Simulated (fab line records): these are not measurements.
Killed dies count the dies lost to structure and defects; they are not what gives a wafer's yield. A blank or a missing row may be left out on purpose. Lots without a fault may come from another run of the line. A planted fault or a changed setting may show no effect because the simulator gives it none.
Comparing a struck lot with a sound one ; flow gf180mcu ; 14 out of 602 route steps
Sound: the wafers L828.3, L828.4, L828.6. The struck wafers were L827.1, L827.2, L827.4. Last of all comes the cause.
Each step with rows lists, per side, the tool, then ch with its chambers, then its first start. Under that, the readings that differ: sound wafers ; struck wafers ; difference of the means ; sigmas: that difference in standard deviations of wafers without a fault.
alike: a reading whose means differ by less than 2 such deviations, as well as words and numbers matching on both sides. not compared: withheld readings; readings where some wafer has no value; bounds like >300 that might hide an equal value; numbers whose values overlap and for which the record gives no deviation.
The two part at a step that has a row with sigmas, a row that says differs or no value, or rows on one side only. Non-overlapping numbers with no deviation appear without sigmas and do not part them. A reading missing from all wafers of one side parts the sides only when that side holds two or more wafers.

first, 4 steps without rows for these wafers: GF_V4_SOFTBAKE_10 (time 60 s); GF_V4_EXPOSE_11 (exposes mask Via4, target cd 260 nm); GF_V4_PEB_12 (peb time 90 s); GF_V4_DEVELOP_13 (develop time 60 s).
GF_V4_CD_MEAS_14 targets a cd of 260 nm.
  sound: cd_sem-02 at day 27 18:25; struck: cd_sem-01 at day 27 01:22
  alike: cd_nm
GF_V4_OVL_MEAS_15:
  sound: overlay-02 at day 27 18:31; struck: overlay-01 at day 27 01:29
reading;sound;struck;difference;sigmas
V4_OVL (nm);1 1 2;-13 -8 -15;-13;-3
GF_V4_ETCH_16: etches BARC in N2/H2.
  sound on rie_diel-02 ch 0,2,3, day 27 18:32; struck on rie_diel-04 ch 0,3, day 27 01:31
  alike: drypump_motor_current_A, oes_product_au, throttle_valve_pct
GF_V4_ETCH_17: etches SiO2 in C4F8/O2/Ar, stops on TiN, target depth 630 nm.
  sound: rie_diel-02 ch 0,2,3; struck: rie_diel-04 ch 0,3
  alike: oes_product_au
GF_V4_STRIP_18: strips in O2/N2.
  sound on plasma_asher-02 ch 0,1, day 27 18:41; struck on plasma_asher-01 ch 0,1, day 27 01:39
  alike: drypump_motor_current_A, heater_power_w, oes_product_au
  not compared: rf_hours_counter_h
then, 2 steps without rows for these wafers: GF_V4_STRIP_19 (strips in post etch residue remover, time 1200 s); GF_V4_CLEAN_20 (cleans in DIW).
GF_V4_SPUTTER_21: material Ti, target thk 15 nm, time 80.02 s.
  sound: pvd_sputter-04 at day 27 19:12; struck: pvd_sputter-04 at day 27 02:11
  alike: cathode_dc_power_W, chamber_pressure_pa, throttle_valve_pct
GF_V4_SPUTTER_22: material TiN, target thk 10 nm, time 40 s.
  sound: pvd_sputter-04 at day 27 19:16; struck: pvd_sputter-04 at day 27 02:14
  no value came back on the struck wafers for cathode_dc_power_W (W), chamber_pressure_pa (Pa), throttle_valve_pct (%); on the sound wafers cathode_dc_power_W (W) reads 3999.7 4000.3 4000.7
GF_V4_CVD_23: deposits W, target thk 350 nm, time 104.9 s.
  sound on cvd_w-01 ch 0,1, day 27 19:20; struck on cvd_w-02 ch 0,1, day 27 02:17
reading;sound;struck;difference;sigmas
heater_power_w (W);1026 1142 1167;894 870 880;-230;-2
  alike: susceptor_temp_C

== WHERE THEY PART ==
Last at GF_V4_CVD_23 as far as this record goes, first at GF_V4_OVL_MEAS_15.

WHY: whatever the simulator had introduced
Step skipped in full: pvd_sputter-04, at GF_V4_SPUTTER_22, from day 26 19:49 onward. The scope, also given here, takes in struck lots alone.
